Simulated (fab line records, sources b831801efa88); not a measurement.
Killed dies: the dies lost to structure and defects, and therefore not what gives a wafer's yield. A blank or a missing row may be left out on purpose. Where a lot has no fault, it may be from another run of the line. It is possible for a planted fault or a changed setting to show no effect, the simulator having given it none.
Which tool did it? -- flow gf180mcu -- 33 wafers from 11 lots sampled at 4 of the route's 602 steps

== WHAT EACH GAUGE READ, for each wafer ==
GF_V3_THK_MEAS_03. Usual: for V3_CVD_02_THK the level is 849 nm and the standard deviation is 11.
lot,measured,on,V3_CVD_02_THK (nm),flag
L371,day 21 00:56,film_metro-03,835 849 851,
L372,day 21 19:27,film_metro-01,841 840 847,
L373,day 22 00:03,film_metro-02,841 853 863,
L374,day 22 17:07,film_metro-02,840 852 850,
L375,day 23 15:49,film_metro-02,854 849 859,
L378,day 24 06:35,film_metro-02,839 842 861,
L377,day 24 22:44,film_metro-01,831 832 849,
L381,day 25 12:16,film_metro-02,849 849 858,
L382,day 26 02:17,film_metro-02,834 842 856,
L384,day 26 07:33,film_metro-03,837 830 847,
L385,day 26 22:53,film_metro-01,834 1179 837,OFF

== EACH LOT AND THE TOOL THAT RAN IT (in order: tool; ch and the chambers of the sampled wafers; start) ==
lot,GF_SALICIDE_RTA_08,GF_CONTACT_ETCH_16,GF_V3_CVD_02
L371,"rtp_anneal-01 ch 0, day 14 22:47","rie_diel-02 ch 0,2, day 15 21:43","pecvd-01 ch 1,2, day 21 00:51"
L372,"rtp_anneal-02 ch 0, day 15 13:43","rie_diel-02 ch 2,3, day 16 12:45","pecvd-03 ch 0,1,2, day 21 19:22"
L373,"rtp_anneal-02 ch 0, day 15 16:31","rie_diel-04 ch 0,1,2, day 16 15:51","pecvd-01 ch 0,1,2, day 21 23:59"
L374,"rtp_anneal-02 ch 0, day 16 11:13","rie_diel-04 ch 0,1, day 17 10:42","pecvd-03 ch 0,2, day 22 17:03"
L375,"rtp_anneal-01 ch 0, day 17 10:19","rie_diel-04 ch 2,3, day 18 09:07","pecvd-04 ch 0,1,2, day 23 15:45"
L378,"rtp_anneal-01 ch 0, day 18 02:04","rie_diel-03 ch 1,3, day 18 23:38","pecvd-01 ch 0,1,2, day 24 06:31"
L377,"rtp_anneal-01 ch 0, day 18 14:27","rie_diel-02 ch 0,2,3, day 19 15:53","pecvd-03 ch 1,2, day 24 22:40"
L381,"rtp_anneal-02 ch 0, day 19 08:08","rie_diel-04 ch 0,1, day 20 08:40","pecvd-04 ch 0,2, day 25 12:09"
L382,"rtp_anneal-01 ch 0, day 19 23:10","rie_diel-03 ch 0,1,2, day 21 00:07","pecvd-01 ch 0,1, day 26 02:12"
L384,"rtp_anneal-02 ch 0, day 20 06:52","rie_diel-02 ch 0,1,2, day 21 07:58","pecvd-01 ch 1,2, day 26 07:29"
L385,"rtp_anneal-02 ch 0, day 20 21:20","rie_diel-03 ch 0,2,3, day 21 22:07","pecvd-01 ch 0,1, day 26 22:49"
- GF_SALICIDE_RTA_08: time 30 s.
- GF_CONTACT_ETCH_16: etches BARC in N2/H2.
- GF_V3_CVD_02: deposits SiO2 from TEOS, target thk 850 nm, time 94.851 s.

== WHAT THE TOOLS THEMSELVES READ (means of the sampled wafers that have a number; where no wafer has one, the mark that the record gives instead) ==
GF_SALICIDE_RTA_08. Usual: lamp_power_pct 17.9 %, standard deviation 1.2; wafer_temp_C_max 803.0, standard deviation 1.2.
lot,tool,lamp_power_pct (%),wafer_temp_C_max,flag
L371,rtp_anneal-01,16.4,802.2,
L372,rtp_anneal-02,18.9,804.8,
L373,rtp_anneal-02,18.9,803.4,
L374,rtp_anneal-02,18.9,804.1,
L375,rtp_anneal-01,16.4,802.1,
L378,rtp_anneal-01,16.4,801.7,
L377,rtp_anneal-01,16.4,801.8,
L381,rtp_anneal-02,19.0,804.0,
L382,rtp_anneal-01,16.4,802.0,
L384,rtp_anneal-02,18.9,803.8,
L385,rtp_anneal-02,19.0,803.7,

GF_CONTACT_ETCH_16. Usual: drypump_motor_current_A 5.7 A, standard deviation 0.53; oes_product_au 0.856 a.u., standard deviation 0.0054; throttle_valve_pct 13.224 %, standard deviation 0.0085.
lot,tool,drypump_motor_current_A (A),oes_product_au (a.u.),throttle_valve_pct (%),flag
L371,rie_diel-02,6.2,0.852,13.223,
L372,rie_diel-02,6.1,0.858,13.228,
L373,rie_diel-04,5.2,0.849,13.231,
L374,rie_diel-04,5.1,0.856,13.226,
L375,rie_diel-04,5.4,0.855,13.216,
L378,rie_diel-03,5.9,0.863,13.224,
L377,rie_diel-02,5.8,0.861,13.225,
L381,rie_diel-04,5.1,0.859,13.234,
L382,rie_diel-03,6.2,0.855,13.225,
L384,rie_diel-02,6.0,0.854,13.222,
L385,rie_diel-03,5.9,0.858,13.223,

GF_V3_CVD_02. Usual: heater_power_w reads 667 W (standard deviation 100).
lot,tool,heater_power_w (W),flag
L371,pecvd-01,768,
L372,pecvd-03,631,
L373,pecvd-01,700,
L374,pecvd-03,659,
L375,pecvd-04,709,
L378,pecvd-01,621,
L377,pecvd-03,655,
L381,pecvd-04,626,
L382,pecvd-01,669,
L384,pecvd-01,810,
L385,pecvd-01,628,

== THE ANSWER, worked out from the rows above alone ==
Rule: a lot is off if the mean of its wafers that have a number lies more than 3 standard deviations from the usual mean. Also off: a lot with no number at a reading for which 4 or more lots have one. Any other lot the step has rows for is counted as sound. After the gauges, taken in route order, come the tools' own readings; for these a lot's mean is taken, as printed above. The first step at which some lot is off is used, and at that step the reading that is off furthest; a lot without a number counts as furthest.
Off: L385, seen at GF_V3_THK_MEAS_03 (V3_CVD_02_THK).
A tool fits if, at a process step before that reading, it ran every lot that is off, and no sound lot after the first of them. Gauges at GF_V3_THK_MEAS_03: tried the same way as those tools. Can't be told from this: 4 tools fit, rtp_anneal-02 at GF_SALICIDE_RTA_08, rie_diel-03 at GF_CONTACT_ETCH_16, pecvd-01 at GF_V3_CVD_02, film_metro-01 at GF_V3_THK_MEAS_03.

== WHAT WAS PUT IN BY THE SIMULATOR ==
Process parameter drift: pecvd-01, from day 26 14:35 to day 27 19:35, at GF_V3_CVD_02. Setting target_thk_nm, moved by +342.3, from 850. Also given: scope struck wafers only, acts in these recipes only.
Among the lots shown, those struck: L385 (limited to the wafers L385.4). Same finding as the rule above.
